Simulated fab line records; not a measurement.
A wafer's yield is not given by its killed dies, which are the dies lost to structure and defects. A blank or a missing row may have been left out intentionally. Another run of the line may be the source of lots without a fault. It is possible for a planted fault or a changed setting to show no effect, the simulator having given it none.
One fault seen from 2 desks    flow gf180mcu    each desk has only its own numbers; what lay behind them comes last

## METROLOGY DESK
Means of the sampled wafers that have a number, per lot and without regard to the tool the lot ran on: this is what the gauges read. Any lot whose mean is over 4 standard deviations away from the usual mean is out of limits and marked OUT; that distance is given in the brackets.
Columns: A = cd nm at GF_V3_CD_MEAS_14, usual 259.8 nm; B = V3_OVL at GF_V3_OVL_MEAS_15, usual -3 nm
lot   first seen here  A      B
L478  day 22 22:07     260.8  -4
L480  day 23 14:20     260.1  0
L482  day 24 07:58     258.8  5
L491  day 27 08:11     259.1  -6
L497  day 29 04:04     259.6  2
L500  day 29 21:56     260.5  -5
This desk's verdict: no lot among the 6 shows anything out of limits.

## AT THE TOOL OWNER'S DESK: pvd sputter-04
The tool's own readings at GF_V3_SPUTTER_22 (material TiN, target thk 10 nm, time 40 s): means of the sampled wafers that have a number, for each lot that ran on this tool. Any lot whose mean is over 4 standard deviations away from the usual mean is out of limits and marked OUT; that distance is given in the brackets.
Columns: A = chamber pressure pa at GF_V3_SPUTTER_22, usual 5.000 Pa; B = throttle valve pct at GF_V3_SPUTTER_22, usual 30.2 %
lot   first seen here  A                B
L478  day 22 22:58     4.998            30.4
L480  day 23 15:13     4.795 (-21) OUT  31.0
L482  day 24 08:51     4.795 (-20) OUT  31.2
This desk's finding: out of limits on L480, L482; first on L480, day 23 15:13 (chamber pressure pa at GF_V3_SPUTTER_22). Within limits: L478.

## ALL TOGETHER
At day 23 15:13, on L480, L482, the tool owner's desk was in a position to raise an alarm.
Metrology desk: nothing out of limits seen.
The metrology desk has L480, L482 on record, within its limits.
On pvd sputter-04, each named lot ran GF_V3_SPUTTER_22.

## WHAT THE SIMULATOR HAD PUT IN
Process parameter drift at GF_V3_SPUTTER_22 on pvd sputter-04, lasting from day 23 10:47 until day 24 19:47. The setting chamber pressure pa was moved by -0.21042, starting from 5. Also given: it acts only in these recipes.
Struck lots among those shown: L480, L482.
How many hours passed from the start of the fault until each desk's first out-of-limits reading: the tool owner's desk, 4.
